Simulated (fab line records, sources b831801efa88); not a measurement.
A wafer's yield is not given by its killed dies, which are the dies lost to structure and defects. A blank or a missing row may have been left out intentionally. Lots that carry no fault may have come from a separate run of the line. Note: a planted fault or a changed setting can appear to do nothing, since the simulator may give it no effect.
Which of the tools did it? || flow sky130 || Sampling: 6 lots, 18 wafers, 2 of 708 route steps

## WHAT THE GAUGES READ, wafer by wafer
SKY_NWELL_THK_MEAS_02.
{"lot": "L105", "measured": "day 2 18:34", "on": "film-metro-01", "NWELL_OXIDATION_THK (nm)": "9.60 9.65 9.65"}
{"lot": "L109", "measured": "day 3 16:49", "on": "film-metro-01", "NWELL_OXIDATION_THK (nm)": "15.54 15.77 15.75"}
{"lot": "L119", "measured": "day 6 01:40", "on": "film-metro-02", "NWELL_OXIDATION_THK (nm)": "10.30 10.24 10.14"}
{"lot": "L121", "measured": "day 6 17:15", "on": "film-metro-04", "NWELL_OXIDATION_THK (nm)": "10.46 10.29 10.44"}
{"lot": "L124", "measured": "day 7 02:05", "on": "film-metro-02", "NWELL_OXIDATION_THK (nm)": "9.86 9.66 9.62"}
{"lot": "L126", "measured": "day 7 06:22", "on": "film-metro-01", "NWELL_OXIDATION_THK (nm)": "9.76 9.93 9.96"}

## TOOL THAT RAN EACH LOT (tool first, then ch and the chambers of the sampled wafers, then the start)
{"lot": "L105", "SKY_NWELL_OXIDATION_01": "furnace-01 ch 0, day 2 17:11"}
{"lot": "L109", "SKY_NWELL_OXIDATION_01": "furnace-02 ch 0, day 3 12:46"}
{"lot": "L119", "SKY_NWELL_OXIDATION_01": "furnace-01 ch 0, day 6 00:15"}
{"lot": "L121", "SKY_NWELL_OXIDATION_01": "furnace-01 ch 0, day 6 15:50"}
{"lot": "L124", "SKY_NWELL_OXIDATION_01": "furnace-02 ch 0, day 7 00:42"}
{"lot": "L126", "SKY_NWELL_OXIDATION_01": "furnace-02 ch 0, day 7 04:58"}
- SKY_NWELL_OXIDATION_01: stabilise 600 s, purge 300 s, target thk 10 nm.

## THE ANSWER, worked out from the rows above alone
Rule: what is usual is taken from the lots themselves. The widest of any qualifying gaps counts: lots, ordered by their means at a reading, are off when they make up no more than a third of the lots, leave a main group of 4 or more, and stand apart from it by 3 or more times the standard deviation of that group's means. A main group is skipped when, at the precision printed for the reading in the tables above, its means are all equal. Also off: a lot with no number at a reading for which 4 or more lots have one. All remaining lots with rows at the step are treated as sound.
Off: L109, seen at SKY_NWELL_THK_MEAS_02 (NWELL_OXIDATION_THK). Mean 9.97 nm and standard deviation 0.29 in the main group.
If a tool, at a process step before that reading, ran all the lots that are off and no sound lot after the first of them, it fits. Those tools and the gauges at SKY_NWELL_THK_MEAS_02 are tried in the same way. Not one of the candidates tried fits.

## WHAT WAS PUT IN BY THE SIMULATOR
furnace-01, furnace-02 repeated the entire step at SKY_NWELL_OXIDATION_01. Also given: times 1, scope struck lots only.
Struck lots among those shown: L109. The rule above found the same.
